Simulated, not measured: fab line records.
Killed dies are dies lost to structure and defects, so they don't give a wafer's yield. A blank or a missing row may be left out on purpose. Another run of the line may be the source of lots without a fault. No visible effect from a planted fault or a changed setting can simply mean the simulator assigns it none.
Problem report in the 8D (eight disciplines) form, filled by code || flow sky130 || the parts of the form that need people (team, actions taken, sign-off) are left out

## 1. THE ISSUE
Wafers with no fault read 5.000 Pa with a standard deviation of 0.011, whereas chamber_pressure_pa at SKY_LI_CONTACT_SPUTTER_20 reads a mean of 5.859 Pa on 1 wafer of 1 lot. That puts it +78 standard deviations away from the usual mean.
The step: material TiN, target thk 20 nm, time 80 s.
Earliest sighting: wafer L450.6 on pvd_sputter-02 at day 35 15:34. At this step, 39 wafers from 13 lots have a number in the record. Rule for "out", or "out of limits": more than 4 standard deviations from the usual mean. Any other wafer with a number is counted as sound.

## 2. WHAT THIS IS AND IS NOT
{"question": "which readings at this step", "is": "chamber_pressure_pa", "is not": "-"}
{"question": "which lots", "is": "L450", "is not": "L433, L434, L436, L437, L439, L440, L442, L443, L444, L445, L446, L455"}
{"question": "which wafers of those lots", "is": "L450.6", "is not": "L450.3, L450.5"}
{"question": "read on which tools", "is": "pvd_sputter-02", "is not": "pvd_sputter-03, pvd_sputter-04"}
{"question": "when", "is": "from day 35 15:34", "is not": "up to then (35 sound wafers); but 3 sound wafers of L455 came after"}

## 3. THE SUSPECTS, EACH WITH WHAT RULES IT OUT
Counting: if a tool at a process step up to the reading ran every lot that is out, it stays a suspect. Sound lots after the first of them don't rule it out here, since some wafers of a struck lot are sound.
- cmp-02 at SKY_LI_CONTACT_CMP_02 (polishes PSG): kept. It processed L450, the lot that is out, at day 34 11:53, and its most recent sound lot before then was L446 at day 32 09:51.
- pvd_sputter-02 at SKY_LI_CONTACT_SPUTTER_20 (material TiN, target thk 20 nm, time 80 s): kept. It processed L450, the lot that is out, at day 35 15:34, and its most recent sound lot before then was L445 at day 33 06:36. On those wafers its own readings are out: chamber_pressure_pa.
- In cmp-02 at SKY_LI_CONTACT_CMP_02, the wafers that are out were processed in chamber 2 and their sound lot-mates in chambers 1, 3.
Left after counting: cmp-02 at SKY_LI_CONTACT_CMP_02, pvd_sputter-02 at SKY_LI_CONTACT_SPUTTER_20.

## 4. THE CAUSE (what the simulator had put in)
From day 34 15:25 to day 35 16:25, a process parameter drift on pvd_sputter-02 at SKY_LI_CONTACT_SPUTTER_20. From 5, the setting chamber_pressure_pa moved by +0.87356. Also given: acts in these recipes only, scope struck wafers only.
This tool is one of the 2 suspects left after counting.

## 5. THE EFFECT CHAIN, in route order
Each row: a reading where the mean over the struck wafers with a number is more than 3 standard deviations away from the usual. Only readings for which the record gives a usual standard deviation are gone through. hours: the time from each lot's start at the first step in this table that gives one to its start at this step, as a median over the lots. sigmas: the change in usual standard deviations.
{"hours": 0, "step": "SKY_LI_CONTACT_SPUTTER_20", "reading": "chamber_pressure_pa", "usual": "5.000 Pa", "on struck wafers": 5.859, "change": "+0.859", "sigmas": "+78"}
{"hours": 0, "step": "SKY_LI_CONTACT_SPUTTER_20", "reading": "throttle_valve_pct", "usual": "29.8 %", "on struck wafers": 27.4, "change": -2.4, "sigmas": -3.0}
The process steps in it:
- SKY_LI_CONTACT_SPUTTER_20: material TiN, target thk 20 nm, time 80 s.
Later steps that measure or inspect, where all struck wafers having a row at the step show a number for every such reading and not one has moved that far: SKY_LOCAL_INTERCONNECT_OVL_MEAS_12.

## 6. WHAT WOULD HAVE CAUGHT IT SOONER
In this record no reading fell out of limits until day 35 15:34, 24 hours after the fault had begun at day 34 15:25.
